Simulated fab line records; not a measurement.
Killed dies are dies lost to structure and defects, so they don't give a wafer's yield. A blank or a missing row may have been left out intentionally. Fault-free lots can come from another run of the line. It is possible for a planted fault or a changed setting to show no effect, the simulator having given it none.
Chamber matching	flow sky130	4 sister chambers for SKY_FIELD_ISO_ETCH_14 on rie diel-02
The step etches BARC in N2/H2, stops on SiO2, time 45.9 s, target depth 60 nm. 16 wafers are shown with their chamber, then 8 later ones without.

## WAFERS PAIRED WITH THEIR CHAMBERS
wafer	chamber	drypump motor current A (A)	h2 flow sccm (sccm)	oes product au (a.u.)
L076.1	1	5.2	199.7	0.856
L076.3	3	6.7	199.3	0.862
L076.6	0	6.6	200.2	0.849
L077.1	0	6.7	199.8	0.856
L077.3	3	6.7	199.3	0.858
L077.4	0	6.6	199.4	0.854
L084.1	2	6.5	200.5	0.863
L084.3	1	5.2	200.0	0.854
L084.6	0	6.7	200.3	0.860
L087.1	1	5.2	199.9	0.860
L087.3	0	6.7	199.6	0.851
L087.4	3	6.7	200.3	0.850
L088.1	0	6.7	199.9	0.862
L088.4	3	6.7	199.6	0.857
L088.6	0	6.7	200.2	0.853
L093.2	0	6.7	200.2	0.852

SIGNATURES, as means of the wafers listed above
reading	chamber 0	chamber 1	chamber 2	chamber 3	scatter within a chamber
drypump motor current A	6.675	5.200	6.500	6.700	0.0354
h2 flow sccm	199.950	199.867	200.500	199.625	0.35
oes product au	0.85462	0.85667	0.86300	0.85675	0.00441
Rule: a wafer lies at a distance from a chamber equal to the root of the sum of squares, over the readings, of (its reading less the chamber's mean, divided by the reading's scatter). If the next closest chamber is less than 2 further off than the closest, the wafer can't be placed; otherwise it belongs to the closest. The scatter is the square root of a quotient: the sum, over the shown wafers, of each reading's squared deviation from its chamber's mean, divided by wafers minus chambers.

## WAFERS WITHOUT THEIR CHAMBER
wafer	drypump motor current A (A)	h2 flow sccm (sccm)	oes product au (a.u.)
L093.4	5.2	200.5	0.850
L093.6	6.5	199.7	0.853
L094.2	6.5	200.5	0.849
L094.3	6.8	199.8	0.854
L094.4	5.2	200.7	0.848
L095.2	5.2	199.3	0.857
L095.3	6.7	199.3	0.851
L095.4	6.7	199.9	0.853

## THE CHAMBER EACH PASSED THROUGH
wafer	from the rows above	in truth
L093.4	1	1
L093.6	can't be placed: 2 or 0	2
L094.2	2	2
L094.3	can't be placed: 3 or 0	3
L094.4	1	1
L095.2	1	1
L095.3	can't be placed: 3 or 0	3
L095.4	can't be placed: 0 or 3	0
4 of 8 placed correctly. Can't be placed from these rows: 4 (the true chamber is among the candidates in 4). Placed wrongly: 0.
